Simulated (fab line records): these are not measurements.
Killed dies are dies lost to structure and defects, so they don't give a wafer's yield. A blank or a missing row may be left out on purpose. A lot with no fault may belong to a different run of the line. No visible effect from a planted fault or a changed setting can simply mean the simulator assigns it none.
fab line records	flow sfqLine
record: lots: 15	wafers: 45	lastDay: 93
route steps=325 shown M5@205 R5@220
lots that met no fault: taken from a fault-free run of the same line
startH: start of the lot's first displayed wafer, in hours after the record's first day	waitH: time in hours since the lot's previous step	" as in the row above	L1.1+2: several wafers, shown together as one row	- no value present, or no start provided	* or withheld: withheld	< > ~ a bound
route shown NAME@n: NAME is a module with steps in the file, n the number in the route of the first one	usual: the fault-free wafers' mean and standard deviation	same: alike in all rows	chamber/n: place in a boat	sites: each site's reading	_std_site: how widely they spread, as a standard deviation	_edge_site: outer sites' mean less inner sites'	radiusMm: how far each site lies from the wafer's centre	mask NAME#n: copy n	behind: tool/chamber where the wafer was last shaped	hold: reason for holding the lot/hours on hold/outcome of the hold	device: transistor that didn't switch, given as n, p or np	end of line: tests of these same wafers at the route's end	a step given without rows: its recipe and nothing more	killed: the dies lost at the first sort to structure and to defects; this is not the yield of the wafer	map: dies across one wafer; x = killed, . = not, _ = none there
set.NAME: the setting as run; set.NAME@STEP: as run at that earlier step	model.NAME: the simulator's own value behind a step, which no gauge read
steps of the route over a sample of lots; a table a step, a row a wafer
services: the hour from which a tool's chamber was out of use, counted from the record's first day as startH (under 0 if before that day), plus the number of hours and why
== steps ==
step: SFQ_TRILAYER_M5_BARC_OPEN_METAL_ETCH_161
recipe: maskMaterial: PR	chemistry: O2	targetDepthNm: 125	target: BARC	icpW: 600	biasW: 80	pressureMtorr: 10	timeS: 41.7
usual: biasW: 80.00/0.23	chamberPressureMTorr: 10.000/0.0081	drypumpMotorCurrentA: 6.2/0.42	oesProductAu: 0.685/0.0049
lot.wafer	tool	chamber	startH	waitH	biasW	chamberPressureMTorr	drypumpMotorCurrentA	oesProductAu	rfHoursCounterH
L834.2	rieMetal-01	0	1342.54	0.0	79.80	10.006	5.7	0.682	32
L834.3	"	1	"	"	79.78	10.012	5.9	0.680	-
L834.6	"	1	"	"	79.83	10.000	5.9	0.681	-
L835.1	rieMetal-04	0	1344.94	0.0	80.09	10.010	5.7	0.683	120
L835.3	"	1	"	"	80.32	9.993	6.3	0.684	-
L835.4	"	0	"	"	80.36	9.989	5.7	0.689	-
L836.2	rieMetal-02	1	1355.84	0.0	80.23	10.013	6.8	0.681	40
L836.3	"	1	"	"	80.14	10.018	6.8	0.691	-
L836.6	"	1	"	"	79.97	10.000	6.8	0.695	-
L837.2	rieMetal-01	1	1411.16	0.0	79.95	9.987	6.0	0.687	113
L837.5	"	1	"	"	79.87	9.999	5.9	0.691	-
L837.6	"	0	"	"	80.28	10.003	5.7	0.674	-
L839.1	rieMetal-02	1	1415.96	0.0	79.82	10.000	6.8	0.684	48
L839.3	"	1	"	"	79.81	9.993	6.8	0.688	-
L839.4	"	0	"	"	80.27	9.990	6.4	0.678	-
L842.1	rieMetal-01	1	1454.13	0.0	79.69	10.013	5.9	0.684	121
L842.4	"	0	"	"	80.10	10.003	5.7	0.684	-
L842.5	"	0	"	"	80.27	10.012	5.8	0.683	-
L843.2	rieMetal-01	1	1455.45	0.0	80.59	10.000	6.0	0.681	121
L843.3	"	0	"	"	80.33	9.999	5.7	0.679	-
L843.4	"	1	"	"	79.81	9.999	5.9	0.684	-
L844.2	rieMetal-04	0	1457.85	0.0	79.76	10.001	5.7	0.679	4
L844.3	"	1	"	"	80.09	9.999	6.2	0.684	-
L844.5	"	0	"	"	79.95	10.011	5.7	0.681	-
L851.4	rieMetal-01	1	1584.85	0.0	-	-	-	-	-
L851.5	"	0	"	"	-	-	-	-	-
L851.6	"	1	"	"	-	-	-	-	-
L852.2	rieMetal-04	0	1587.23	0.0	-	-	-	-	-
L852.3	"	0	"	"	-	-	-	-	-
L852.4	"	1	"	"	-	-	-	-	-
L853.4	rieMetal-02	1	1588.45	0.0	-	-	-	-	-
L853.5	"	1	"	"	-	-	-	-	-
L853.6	"	0	"	"	-	-	-	-	-
L854.2	rieMetal-04	0	1589.63	0.0	79.86	10.000	5.7	0.697	26
L854.4	"	1	"	"	80.09	9.999	6.3	0.688	-
L854.5	"	0	"	"	80.23	9.996	5.7	0.685	-
L855.1	rieMetal-02	1	1590.83	0.0	79.92	10.015	6.8	0.682	68
L855.2	"	1	"	"	79.72	10.005	6.9	0.678	-
L855.3	"	1	"	"	79.91	10.000	6.8	0.677	-
L856.1	rieMetal-02	1	1594.43	0.0	79.79	10.006	6.8	0.692	69
L856.3	"	1	"	"	79.81	9.989	6.8	0.688	-
L856.6	"	1	"	"	79.89	10.010	6.8	0.684	-
L857.1	rieMetal-02	1	1598.03	0.0	79.75	10.005	6.8	0.680	70
L857.3	"	1	"	"	79.76	9.998	6.8	0.683	-
L857.4	"	0	"	"	80.18	10.009	6.4	0.684	-
step: SFQ_TRILAYER_M5_ETCH_METAL_ETCH_126
recipe: target: Nb	stopOn: SiO2	maskMaterial: PR	overEtchFrac: 0.15	timeS: 203.2	chemistry: Cl2/BCl3	targetDepthNm: 265	icpW: 600	biasW: 80	pressureMtorr: 10
usual: biasW: 79.98/0.26	chamberPressureMTorr: 10.001/0.0093	drypumpMotorCurrentA: 6.2/0.42	oesProductAu: 0.727/0.0057
same: overEtchFrac: 0.15
lot.wafer	tool	chamber	startH	waitH	biasW	chamberPressureMTorr	drypumpMotorCurrentA	oesProductAu	rfHoursCounterH
L834.2	rieMetal-01	0	1342.60	0.0	80.32	10.008	5.7	0.728	32
L834.3	"	1	"	"	80.12	9.993	5.9	0.722	-
L834.6	"	1	"	"	79.88	10.003	5.9	0.733	-
L835.1	rieMetal-04	0	1345.00	0.0	80.08	10.010	5.7	0.717	120
L835.3	"	1	"	"	79.73	10.014	6.2	0.734	-
L835.4	"	0	"	"	79.80	10.000	5.7	0.721	-
L836.2	rieMetal-02	1	1355.90	0.0	80.11	10.010	6.8	0.730	40
L836.3	"	1	"	"	80.01	10.003	6.8	0.730	-
L836.6	"	1	"	"	79.93	10.019	6.8	0.736	-
L837.2	rieMetal-01	1	1411.22	0.0	80.04	9.996	5.9	0.731	113
L837.5	"	1	"	"	80.38	9.998	5.9	0.726	-
L837.6	"	0	"	"	80.48	10.004	5.8	0.733	-
L839.1	rieMetal-02	1	1416.02	0.0	79.79	9.994	6.8	0.728	48
L839.3	"	1	"	"	79.69	10.008	6.8	0.721	-
L839.4	"	0	"	"	80.16	9.993	6.4	0.726	-
L842.1	rieMetal-01	1	1454.19	0.0	79.86	10.012	5.9	0.721	121
L842.4	"	0	"	"	79.57	9.997	5.8	0.726	-
L842.5	"	0	"	"	79.58	10.008	5.7	0.722	-
L843.2	rieMetal-01	1	1455.51	0.0	80.29	9.997	5.9	0.728	121
L843.3	"	0	"	"	79.80	9.995	5.8	0.724	-
L843.4	"	1	"	"	80.62	10.003	5.9	0.724	-
L844.2	rieMetal-04	0	1457.91	0.0	79.71	9.999	5.6	0.735	4
L844.3	"	1	"	"	79.74	10.004	6.2	0.721	-
L844.5	"	0	"	"	79.92	9.996	5.7	0.725	-
L851.4	rieMetal-01	1	1584.95	0.1	80.50	9.991	5.9	0.370	-
L851.5	"	0	"	"	79.78	9.984	5.7	0.370	-
L851.6	"	1	"	"	80.62	10.006	5.9	0.382	-
L852.2	rieMetal-04	0	1587.29	0.0	79.63	9.988	5.7	0.370	25
L852.3	"	0	"	"	79.83	10.009	5.7	0.371	-
L852.4	"	1	"	"	79.86	9.997	6.2	0.380	-
L853.4	rieMetal-02	1	1588.55	0.1	79.84	10.026	6.8	0.368	-
L853.5	"	1	"	"	79.70	9.992	6.8	0.373	-
L853.6	"	0	"	"	79.97	9.997	6.4	0.378	-
L854.2	rieMetal-04	0	1589.69	0.0	80.03	9.994	5.7	0.730	26
L854.4	"	1	"	"	80.11	10.013	6.3	0.726	-
L854.5	"	0	"	"	80.35	10.008	5.6	0.716	-
L855.1	rieMetal-02	1	1590.95	0.1	80.31	10.004	6.8	0.725	68
L855.2	"	1	"	"	80.15	10.007	6.8	0.740	-
L855.3	"	1	"	"	80.08	9.993	6.8	0.737	-
L856.1	rieMetal-02	1	1594.55	0.1	80.02	10.010	6.8	0.734	69
L856.3	"	1	"	"	79.97	10.002	6.9	0.725	-
L856.6	"	1	"	"	79.82	9.992	6.8	0.726	-
L857.1	rieMetal-02	1	1598.09	0.0	79.94	10.008	6.8	0.732	70
L857.3	"	1	"	"	79.91	9.997	6.8	0.727	-
L857.4	"	0	"	"	80.04	10.006	6.4	0.729	-
step: SFQ_TRILAYER_R5_LITHO_EXPOSE_137
recipe: maskId: R5	na: 0.6	sourceShape: conventional	sigmaOuter: 0.65	targetCdNm: 500	doseMj: 14.4
usual: exposureDoseMJCm2: 14.399/0.015	focusOffsetNm: 0.0/0.52
lot.wafer	tool	chamber	startH	waitH	mask	exposureDoseMJCm2	focusOffsetNm
L834.2	krfScanner-01	0	1476.52	-	R5#0	14.394	0.3
L834.3	"	0	"	"	R5#0	14.393	0.0
L834.6	"	0	"	"	R5#0	14.394	0.0
L835.1	krfScanner-01	0	1477.52	-	R5#0	14.412	-0.5
L835.3	"	0	"	"	R5#0	14.422	-0.4
L835.4	"	0	"	"	R5#0	14.406	-0.6
L836.2	krfScanner-01	0	1487.32	-	R5#0	14.397	-0.9
L836.3	"	0	"	"	R5#0	14.383	-0.2
L836.6	"	0	"	"	R5#0	14.401	-0.2
L837.2	krfScanner-01	0	1540.95	-	R5#0	14.397	-0.5
L837.5	"	0	"	"	R5#0	14.412	-0.7
L837.6	"	0	"	"	R5#0	14.406	-1.2
L839.1	krfScanner-01	0	1545.55	-	R5#0	14.392	0.2
L839.3	"	0	"	"	R5#0	14.394	-0.1
L839.4	"	0	"	"	R5#0	14.394	0.1
L842.1	krfScanner-02	0	1571.29	-	R5#0	14.414	-0.4
L842.4	"	0	"	"	R5#0	14.409	-0.2
L842.5	"	0	"	"	R5#0	14.401	0.1
L843.2	krfScanner-02	0	1572.69	-	R5#0	14.405	-0.2
L843.3	"	0	"	"	R5#0	14.409	0.4
L843.4	"	0	"	"	R5#0	14.395	0.4
L844.2	krfScanner-02	0	1573.89	-	R5#0	14.396	-0.5
L844.3	"	0	"	"	R5#0	14.403	-0.3
L844.5	"	0	"	"	R5#0	14.391	-0.7
L851.4	krfScanner-01	-	1605.71	-	R5#0	-	-
L851.5	"	-	"	"	R5#0	-	-
L851.6	"	-	"	"	R5#0	-	-
L852.2	krfScanner-01	-	1693.66	-	R5#0	-	-
L852.3	"	-	"	"	R5#0	-	-
L852.4	"	-	"	"	R5#0	-	-
L853.4	krfScanner-01	-	1696.46	-	R5#0	-	-
L853.5	"	-	"	"	R5#0	-	-
L853.6	"	-	"	"	R5#0	-	-
L854.2	krfScanner-01	0	1698.46	-	R5#0	14.404	0.4
L854.4	"	0	"	"	R5#0	14.399	0.5
L854.5	"	0	"	"	R5#0	14.408	0.9
L855.1	krfScanner-01	0	1699.46	-	R5#0	14.394	0.6
L855.2	"	0	"	"	R5#0	14.390	-0.8
L855.3	"	0	"	"	R5#0	14.398	-0.3
L856.1	krfScanner-01	0	1700.66	-	R5#0	14.403	0.5
L856.3	"	0	"	"	R5#0	14.419	0.3
L856.6	"	0	"	"	R5#0	14.407	-0.7
L857.1	krfScanner-01	0	1703.06	-	R5#0	14.424	0.1
L857.3	"	0	"	"	R5#0	14.403	-0.4
L857.4	"	0	"	"	R5#0	14.398	0.1
== services ==
tool	chamber	startH	hours	kind
krfScanner-01	-	1345.78	3.1	repair
rieMetal-01	1	1371.31	12.1	repair
krfScanner-01	-	1384.98	0.2	repair
krfScanner-01	-	1391.63	1.3	pm
krfScanner-01	-	1392.93	1.0	pm
rieMetal-02	-	1421.68	28.1	pm
rieMetal-01	0	1428.09	14.7	repair
rieMetal-04	1	1436.73	1.3	repair
krfScanner-01	-	1438.03	4.0	pm
krfScanner-01	-	1445.20	0.8	pm
rieMetal-02	-	1457.38	5.9	repair
krfScanner-01	-	1459.30	3.8	repair
krfScanner-01	-	1499.23	2.6	repair
rieMetal-04	1	1511.06	3.7	repair
krfScanner-01	-	1559.17	15.7	repair
krfScanner-01	-	1574.88	1.0	pm
krfScanner-01	-	1575.88	1.3	pm
krfScanner-01	-	1577.18	3.6	pm
krfScanner-01	-	1588.99	0.5	repair
rieMetal-04	-	1612.39	10.0	pm
krfScanner-01	-	1614.71	0.8	pm
rieMetal-04	0	1635.75	5.9	repair
rieMetal-04	1	1659.25	7.7	repair
rieMetal-04	-	1694.71	14.6	pm
== key ==
firstSign: step: SFQ_TRILAYER_M5_BARC_OPEN_METAL_ETCH_161	reading: toolRecord	direction: missing
effect: step: SFQ_TRILAYER_M5_ETCH_METAL_ETCH_126	reading: oesProductAu	direction: down	sigmas: 62	usual: 0.727	struck: 0.374
effect: step: SFQ_TRILAYER_R5_LITHO_EXPOSE_137	reading: toolRecord	direction: missing
metAt SFQ_TRILAYER_M5_BARC_OPEN_METAL_ETCH_161
struckLots L851,L852,L853
onsetBetween 1457.85 1584.85
fault: kind: skippedStepWhole	tool: rieMetal-01,rieMetal-02,rieMetal-04	chamber: -	onsetH: 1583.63	steps: SFQ_TRILAYER_M5_BARC_OPEN_METAL_ETCH_161	scope: struckLotsOnly
